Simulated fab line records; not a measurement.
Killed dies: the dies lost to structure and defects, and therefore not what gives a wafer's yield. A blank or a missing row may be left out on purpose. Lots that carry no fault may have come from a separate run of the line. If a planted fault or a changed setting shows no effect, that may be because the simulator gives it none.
fab line records / flow sky130
record lots=7 wafers=21 last-day=49
route steps=708 shown LDD_N@239
lots with no fault: from the same line, run without faults
start-h: hours from the record's opening day to when the first of the lot's shown wafers began / wait-h: hours from the lot's prior step to this one / " identical to the entry in the row above / L1.1+2: a row that stands for several wafers / - no value, or no start given / * or withheld: withheld / < > ~ a bound
route shown NAME@n: NAME is a module with steps in the file, n the number in the route of the first one / usual: average and standard deviation across the fault-free wafers / same: alike in all rows / chamber/n: place in a boat / sites: per-site readings / _std_site: how widely they spread, as a standard deviation / _edge_site: inner sites' mean taken away from outer sites' mean / radius-mm: how far each site lies from the wafer's centre / mask NAME#n: copy n / behind: the last tool/chamber to shape the wafer / hold: reason for holding the lot/hours on hold/outcome of the hold / device: names the non-switching transistor (n, p or np) / end of line: the same wafers' tests at the end of the route / where a step has no rows: the recipe by itself / killed: count of dies lost to structure and defects at first sort (not the wafer's yield) / map: dies across one wafer; x = killed, . = not, _ = none there
set.NAME: the run value of the setting; set.NAME@STEP: its run value at that earlier step / model.NAME: the simulator's own value behind a step, which no gauge read
lots at selected steps of the route; one table per step, one row per wafer
services: when a tool's chamber went out of use (start-h, in hours from the record's first day, below 0 if earlier), for how many hours, and the reason
## steps
# step SKY_LDD_N_COAT_02
# recipe resist=NOVOLAK spin-rpm=3000 resist-thk-nm=300
# step SKY_LDD_N_SOFTBAKE_03
# recipe temp-c=90 time-s=60 resist=NOVOLAK
# step SKY_LDD_N_EXPOSE_04
# recipe mask-id=NTM target-cd-nm=840 na=0.6 source-shape=conventional sigma-outer=0.6 dose-mj=110
# step SKY_LDD_N_PEB_05
# recipe temp-c=withheld time-s=* resist=NOVOLAK
# step SKY_LDD_N_DEVELOP_06
# recipe develop-time-s=60 dev-temp-c=23
# step SKY_LDD_N_OVL_MEAS_07
# usual LDD_N_OVL=-0.5/1.6
lot.wafer=L417.3 tool=overlay-02 chamber=- start-h=424.02 wait-h=0.1 LDD_N_OVL[nm]=-0.1
lot.wafer=L417.5 tool=overlay-02 chamber=- start-h=424.02 wait-h=0.1 LDD_N_OVL[nm]=-2.7
lot.wafer=L417.6 tool=overlay-02 chamber=- start-h=424.02 wait-h=0.1 LDD_N_OVL[nm]=2.1
lot.wafer=L416.2 tool=overlay-02 chamber=- start-h=424.28 wait-h=0.1 LDD_N_OVL[nm]=1.2
lot.wafer=L416.3 tool=overlay-02 chamber=- start-h=424.28 wait-h=0.1 LDD_N_OVL[nm]=0.4
lot.wafer=L416.4 tool=overlay-02 chamber=- start-h=424.28 wait-h=0.1 LDD_N_OVL[nm]=-0.8
lot.wafer=L420.2 tool=overlay-01 chamber=- start-h=447.51 wait-h=0.1 LDD_N_OVL[nm]=0.3
lot.wafer=L420.3 tool=overlay-01 chamber=- start-h=447.51 wait-h=0.1 LDD_N_OVL[nm]=-0.8
lot.wafer=L420.5 tool=overlay-01 chamber=- start-h=447.51 wait-h=0.1 LDD_N_OVL[nm]=-1.6
lot.wafer=L421.2 tool=overlay-01 chamber=- start-h=460.33 wait-h=0.1 LDD_N_OVL[nm]=2.2
lot.wafer=L421.3 tool=overlay-01 chamber=- start-h=460.33 wait-h=0.1 LDD_N_OVL[nm]=3.2
lot.wafer=L421.5 tool=overlay-01 chamber=- start-h=460.33 wait-h=0.1 LDD_N_OVL[nm]=0.7
lot.wafer=L431.2 tool=overlay-02 chamber=- start-h=548.31 wait-h=0.1 LDD_N_OVL[nm]=-0.4
lot.wafer=L431.3 tool=overlay-02 chamber=- start-h=548.31 wait-h=0.1 LDD_N_OVL[nm]=0.3
lot.wafer=L431.5 tool=overlay-02 chamber=- start-h=548.31 wait-h=0.1 LDD_N_OVL[nm]=-0.5
lot.wafer=L433.2 tool=overlay-01 chamber=- start-h=558.56 wait-h=0.1 LDD_N_OVL[nm]=1.3
lot.wafer=L433.4 tool=overlay-01 chamber=- start-h=558.56 wait-h=0.1 LDD_N_OVL[nm]=1.0
lot.wafer=L433.5 tool=overlay-01 chamber=- start-h=558.56 wait-h=0.1 LDD_N_OVL[nm]=1.5
lot.wafer=L432.3 tool=overlay-01 chamber=- start-h=560.78 wait-h=0.1 LDD_N_OVL[nm]=1.0
lot.wafer=L432.4 tool=overlay-01 chamber=- start-h=560.78 wait-h=0.1 LDD_N_OVL[nm]=-0.6
lot.wafer=L432.5 tool=overlay-01 chamber=- start-h=560.78 wait-h=0.1 LDD_N_OVL[nm]=0.6
# step SKY_LDD_N_IMPLANT_08
# recipe species=As energy-kev=20 dose-cm2=7.5e+13 tilt-deg=withheld rotation-deg=23
# step SKY_LDD_N_IMPLANT_09
# recipe species=As energy-kev=20 dose-cm2=7.5e+13 tilt-deg=withheld rotation-deg=113
# step SKY_LDD_N_IMPLANT_10
# recipe species=As energy-kev=20 dose-cm2=7.5e+13 tilt-deg=withheld rotation-deg=203
# step SKY_LDD_N_IMPLANT_11
# recipe species=As energy-kev=20 dose-cm2=7.5e+13 tilt-deg=withheld rotation-deg=293
# step SKY_LDD_N_IMPLANT_12
# recipe species=BF2 energy-kev=50 dose-cm2=5e+12 tilt-deg=30 rotation-deg=0
# step SKY_LDD_N_IMPLANT_13
# recipe species=BF2 energy-kev=50 dose-cm2=5e+12 tilt-deg=30 rotation-deg=90
# step SKY_LDD_N_IMPLANT_14
# recipe species=BF2 energy-kev=50 dose-cm2=5e+12 tilt-deg=30 rotation-deg=180
# usual beam-energy-keV=50.001/0.015 beam-on-s=10.00/0.21
lot.wafer=L417.3 tool=implanter-02 chamber=0 start-h=424.99 wait-h=0.1 beam-energy-keV=49.979 beam-on-s=10.00
lot.wafer=L417.5 tool=implanter-02 chamber=0 start-h=424.99 wait-h=0.1 beam-energy-keV=49.980 beam-on-s=10.04
lot.wafer=L417.6 tool=implanter-02 chamber=0 start-h=424.99 wait-h=0.1 beam-energy-keV=49.982 beam-on-s=9.58
lot.wafer=L416.2 tool=implanter-03 chamber=0 start-h=425.23 wait-h=0.1 beam-energy-keV=50.021 beam-on-s=9.86
lot.wafer=L416.3 tool=implanter-03 chamber=0 start-h=425.23 wait-h=0.1 beam-energy-keV=50.035 beam-on-s=9.86
lot.wafer=L416.4 tool=implanter-03 chamber=0 start-h=425.23 wait-h=0.1 beam-energy-keV=50.024 beam-on-s=10.25
lot.wafer=L420.2 tool=implanter-01 chamber=0 start-h=448.47 wait-h=0.1 beam-energy-keV=50.009 beam-on-s=10.09
lot.wafer=L420.3 tool=implanter-01 chamber=0 start-h=448.47 wait-h=0.1 beam-energy-keV=50.004 beam-on-s=10.05
lot.wafer=L420.5 tool=implanter-01 chamber=0 start-h=448.47 wait-h=0.1 beam-energy-keV=49.992 beam-on-s=9.96
lot.wafer=L421.2 tool=implanter-03 chamber=0 start-h=461.29 wait-h=0.1 beam-energy-keV=49.998 beam-on-s=10.05
lot.wafer=L421.3 tool=implanter-03 chamber=0 start-h=461.29 wait-h=0.1 beam-energy-keV=50.007 beam-on-s=9.79
lot.wafer=L421.5 tool=implanter-03 chamber=0 start-h=461.29 wait-h=0.1 beam-energy-keV=50.010 beam-on-s=9.89
lot.wafer=L431.2 tool=implanter-03 chamber=- start-h=549.26 wait-h=0.1 beam-energy-keV=- beam-on-s=-
lot.wafer=L431.3 tool=implanter-03 chamber=- start-h=549.26 wait-h=0.1 beam-energy-keV=- beam-on-s=-
lot.wafer=L431.5 tool=implanter-03 chamber=- start-h=549.26 wait-h=0.1 beam-energy-keV=- beam-on-s=-
lot.wafer=L433.2 tool=implanter-02 chamber=- start-h=559.51 wait-h=0.1 beam-energy-keV=- beam-on-s=-
lot.wafer=L433.4 tool=implanter-02 chamber=- start-h=559.51 wait-h=0.1 beam-energy-keV=- beam-on-s=-
lot.wafer=L433.5 tool=implanter-02 chamber=- start-h=559.51 wait-h=0.1 beam-energy-keV=- beam-on-s=-
lot.wafer=L432.3 tool=implanter-02 chamber=- start-h=561.76 wait-h=0.1 beam-energy-keV=- beam-on-s=-
lot.wafer=L432.4 tool=implanter-02 chamber=- start-h=561.76 wait-h=0.1 beam-energy-keV=- beam-on-s=-
lot.wafer=L432.5 tool=implanter-02 chamber=- start-h=561.76 wait-h=0.1 beam-energy-keV=- beam-on-s=-
# step SKY_LDD_N_IMPLANT_15
# recipe species=BF2 energy-kev=50 dose-cm2=5e+12 tilt-deg=30 rotation-deg=270
## services
tool=implanter-01 chamber=- start-h=404.28 hours=1.6 kind=repair
tool=implanter-01 chamber=- start-h=439.28 hours=5.4 kind=repair
tool=implanter-02 chamber=- start-h=446.11 hours=1.1 kind=repair
tool=implanter-01 chamber=- start-h=450.88 hours=10.0 kind=repair
tool=implanter-02 chamber=- start-h=473.37 hours=4.7 kind=repair
tool=implanter-02 chamber=- start-h=478.30 hours=2.0 kind=repair
tool=implanter-02 chamber=- start-h=550.75 hours=3.8 kind=pm
tool=implanter-03 chamber=- start-h=555.33 hours=5.8 kind=pm
tool=implanter-02 chamber=- start-h=556.28 hours=1.0 kind=repair
## key
first-sign step=SKY_LDD_N_IMPLANT_14 reading=tool-record direction=missing
effect none on later readings
met-at SKY_LDD_N_IMPLANT_14
struck-wafers L431.2,L431.3,L431.5,L432.3,L432.4,L432.5,L433.2,L433.4,L433.5
later-rows-left-out L431.2,L431.3,L431.5,L432.3,L432.4,L432.5,L433.2,L433.4,L433.5
sort-left-out L431.2,L431.3,L431.5,L432.3,L432.4,L432.5,L433.2,L433.4,L433.5
tester-left-out L431,L432,L433
onset-between 461.29 549.26
fault kind=skipped-step-whole tool=implanter-02,implanter-03 chamber=- onset-h=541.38 steps=SKY_LDD_N_IMPLANT_14 scope=struck-lots-only
# tester-left-out: of these lots the tester's yield and bins aren't shown, on N5 and GAA mostly nor the transistor test; their killed dies are dies lost to structure and defects alone, not to doping, threshold or leakage, so they don't give the yield
# sort-left-out: the simulated sort isn't trusted on such a fault, so these wafers' sort isn't shown, and their yield isn't known
# later-rows-left-out: the simulator's readings of these wafers behind a module that went badly wrong aren't trusted and aren't shown, but for the sort
